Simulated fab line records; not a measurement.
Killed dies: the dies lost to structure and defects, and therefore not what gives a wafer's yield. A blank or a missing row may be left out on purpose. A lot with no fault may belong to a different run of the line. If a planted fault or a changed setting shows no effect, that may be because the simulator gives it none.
Which tool was responsible? / flow sky130 / at 1 step of a route of 708, 11 lots with 33 wafers sampled

== WHAT THE GAUGES READ, wafer by wafer ==
SKY_CAP2M_THK_MEAS_04: measures by xrf.
lot=L925; measured=day 39 12:13; on=film-metro-02; CAP2M_TIN_THK (nm)=200.7 200.5 203.1
lot=L929; measured=day 41 03:39; on=film-metro-01; CAP2M_TIN_THK (nm)=204.9 202.0 201.0
lot=L930; measured=day 41 07:36; on=film-metro-01; CAP2M_TIN_THK (nm)=202.0 203.1 202.0
lot=L931; measured=day 41 09:51; on=film-metro-01; CAP2M_TIN_THK (nm)=197.5 198.7 197.2
lot=L932; measured=day 41 16:38; on=film-metro-02; CAP2M_TIN_THK (nm)=201.1 202.8 202.3
lot=L933; measured=day 41 23:23; on=film-metro-03; CAP2M_TIN_THK (nm)=202.4 205.6 205.5
lot=L934; measured=day 42 13:24; on=film-metro-01; CAP2M_TIN_THK (nm)=205.7 202.6 203.0
lot=L936; measured=day 42 21:36; on=film-metro-01; CAP2M_TIN_THK (nm)=206.9 207.4 207.1
lot=L944; measured=day 44 23:41; on=film-metro-01; CAP2M_TIN_THK (nm)=204.5 204.6 202.9
lot=L947; measured=day 45 19:00; on=film-metro-03; CAP2M_TIN_THK (nm)=204.8 205.5 202.5
lot=L948; measured=day 46 01:41; on=film-metro-02; CAP2M_TIN_THK (nm)=199.6 199.6 200.7

== EACH LOT AND THE TOOL THAT RAN IT (in order: tool; ch and the chambers of the sampled wafers; start) ==
There is no process step in the record ahead of these readings.

== WHAT THE TOOLS THEMSELVES READ (means of the sampled wafers that have a number; where no wafer has one, the mark that the record gives instead) ==
The record holds no such reading with a usual standard deviation.

== THE ANSWER, worked out from the rows above alone ==
Rule: usual is defined by the lots themselves. Put in order of their means at a reading, lots are off if they are a third of the lots or fewer, leave a main group of 4 or more, and stand apart from it by a gap of 3 or more times the standard deviation of the main group's means; of several such gaps the widest counts. Not used: any main group whose means are identical at the precision the tables above print for the reading. A lot without any number at a reading at which 4 lots or more have one is off too. The other lots that the step has rows for count as sound. The gauges are gone through in route order, then the tools' own readings, and for those a lot's mean is taken as printed above. The first step at which some lot is off is used, and at that step the reading that is off furthest; a lot without a number counts as furthest.
No lot is off on any of the readings shown, so nothing can be concluded from this.

== WHAT THE SIMULATOR PUT IN ==
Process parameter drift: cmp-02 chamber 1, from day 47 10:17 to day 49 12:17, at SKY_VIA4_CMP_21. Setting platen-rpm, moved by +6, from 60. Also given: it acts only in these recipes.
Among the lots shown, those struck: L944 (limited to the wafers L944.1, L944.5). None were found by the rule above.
